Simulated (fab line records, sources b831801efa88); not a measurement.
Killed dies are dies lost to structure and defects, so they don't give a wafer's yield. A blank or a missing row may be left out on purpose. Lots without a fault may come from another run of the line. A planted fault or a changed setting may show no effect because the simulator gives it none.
A struck lot beside a sound one | flow sky130 | 26 steps out of a route of 708
Sound: wafers L784.2, L784.4, L784.6. Struck: wafers L793.2, L793.3, L793.5. The cause comes at the end.
At each step with rows: each side's tool, then ch and its chambers, then its first start. Under that, the readings that differ: sound wafers | struck wafers | difference of the means | sigmas: that difference in standard deviations of wafers without a fault.
alike: readings whose means differ by less than 2 such deviations, and words and numbers that are the same on both sides. not compared: withheld readings, readings that some wafer has no value for, bounds like >300 that may hide the same value, and numbers for which the record gives no deviation and whose values overlap.
The two part at a step that has a row with sigmas, a row that says differs or no value, or rows on one side only. Numbers that don't overlap but have no deviation are shown without sigmas and don't part them. A reading that every wafer of one side lacks parts them only if that side has two wafers or more.

first, 1 step without rows for these wafers: SKY_VT_ADJUST_HVTP_IMPLANT_09.
SKY_VT_ADJUST_HVTP_STRIP_10: strips in O2/N2.
  sound on plasma_asher-02 ch 0,1, day 6 05:08; struck on plasma_asher-02 ch 0,1, day 8 13:36
  alike: drypump_motor_current_A, oes_product_au, strip_time_to_endpoint_s
  not compared: rf_hours_counter_h
SKY_VT_ADJUST_HVTP_TW_MEAS_11:
  sound on film_metro-03, day 6 05:15; struck on film_metro-04, day 8 13:43
  reading           | sound          | struck         | difference | sigmas
  VT_ADJUST_HVTP_TW | 1319 1319 1323 | 1370 1375 1376 | +53        | +3
then, 7 steps without rows for these wafers: SKY_VT_ADJUST_LVTN_DEHYDRATE_00 (time 60 s); SKY_VT_ADJUST_LVTN_HMDS_01 (prime time 60 s); SKY_VT_ADJUST_LVTN_COAT_02 (resist thk 3000 nm); SKY_VT_ADJUST_LVTN_SOFTBAKE_03; SKY_VT_ADJUST_LVTN_EXPOSE_04 (exposes mask NWM COMPLEMENT LESS NATIVE, target cd 840 nm); SKY_VT_ADJUST_LVTN_PEB_05; SKY_VT_ADJUST_LVTN_DEVELOP_06 (develop time 60 s).
SKY_VT_ADJUST_LVTN_OVL_MEAS_07:
  sound on overlay-01, day 6 23:50; struck on overlay-02, day 9 10:20
  reading                 | sound          | struck      | difference | sigmas
  VT_ADJUST_LVTN_OVL (nm) | -2.4 -0.8 -1.3 | 2.1 2.0 2.1 | +3.6       | +2
then, 1 step without rows for these wafers: SKY_VT_ADJUST_LVTN_IMPLANT_08.
SKY_VT_ADJUST_LVTN_STRIP_09: strips in O2/N2.
  sound on plasma_asher-01 ch 1, day 7 00:01; struck on plasma_asher-04 ch 0, day 9 10:31
  reading                                          | sound             | struck            | difference                    | sigmas
  oes_product_au (a.u.)                            | 0.725 0.719 0.719 | 0.871 0.875 0.872 | +0.152                        | +30
  strip_time_to_endpoint_s (s)                     | 36.75 36.87 36.77 | - - -             | no value on the struck wafers |
  model.coat_of_VT_ADJUST_LVTN_COAT_02.thk_nm (nm) | 0 0 0             | 2347 2347 2347    | +2347                         |
  alike: drypump_motor_current_A
  not compared: rf_hours_counter_h
SKY_VT_ADJUST_LVTN_TW_MEAS_10:
  sound on film_metro-03, day 7 00:08; struck on film_metro-03, day 9 10:38
  alike: VT_ADJUST_LVTN_TW
then, 7 steps without rows for these wafers: SKY_VT_ADJUST_LVTN_DEHYDRATE_11 (time 60 s); SKY_VT_ADJUST_LVTN_HMDS_12 (prime time 60 s); SKY_VT_ADJUST_LVTN_COAT_13 (resist thk 1140 nm); SKY_VT_ADJUST_LVTN_SOFTBAKE_14 (time 60 s); SKY_VT_ADJUST_LVTN_EXPOSE_15 (exposes mask HVN STD DERIVED, target cd 600 nm); SKY_VT_ADJUST_LVTN_PEB_16; SKY_VT_ADJUST_LVTN_DEVELOP_17 (develop time 60 s).
SKY_VT_ADJUST_LVTN_OVL_MEAS_18:
  sound on overlay-01, day 7 19:59; struck on overlay-01, day 10 08:56
  alike: VT_ADJUST_LVTN_01_OVL
then, 1 step without rows for these wafers: SKY_VT_ADJUST_LVTN_IMPLANT_19.
SKY_VT_ADJUST_LVTN_STRIP_20: strips in O2/N2.
  sound on plasma_asher-03 ch 0,1, day 7 20:10; struck on plasma_asher-01 ch 0,1, day 10 09:07
  reading                      | sound             | struck            | difference | sigmas
  strip_time_to_endpoint_s (s) | 14.10 14.14 14.17 | 49.12 49.10 49.14 | +34.98     | +99 or more
  alike: drypump_motor_current_A, oes_product_au
  not compared: rf_hours_counter_h
SKY_VT_ADJUST_LVTN_TW_MEAS_21:
  sound on film_metro-03, day 7 20:17; struck on film_metro-03, day 10 09:27
  reading             | sound             | struck         | difference | sigmas
  VT_ADJUST_LVTN_2_TW | 185.3 184.6 185.6 | 29.8 29.8 29.8 | -155.4     | -97
  not compared: hold
then, 1 step without rows for these wafers: SKY_PAD_OPEN_PROBE_99.

WHERE THEY PART
First at SKY_VT_ADJUST_HVTP_TW_MEAS_11; last, within this record, at SKY_VT_ADJUST_LVTN_TW_MEAS_21.

WHY: what the simulator had put in
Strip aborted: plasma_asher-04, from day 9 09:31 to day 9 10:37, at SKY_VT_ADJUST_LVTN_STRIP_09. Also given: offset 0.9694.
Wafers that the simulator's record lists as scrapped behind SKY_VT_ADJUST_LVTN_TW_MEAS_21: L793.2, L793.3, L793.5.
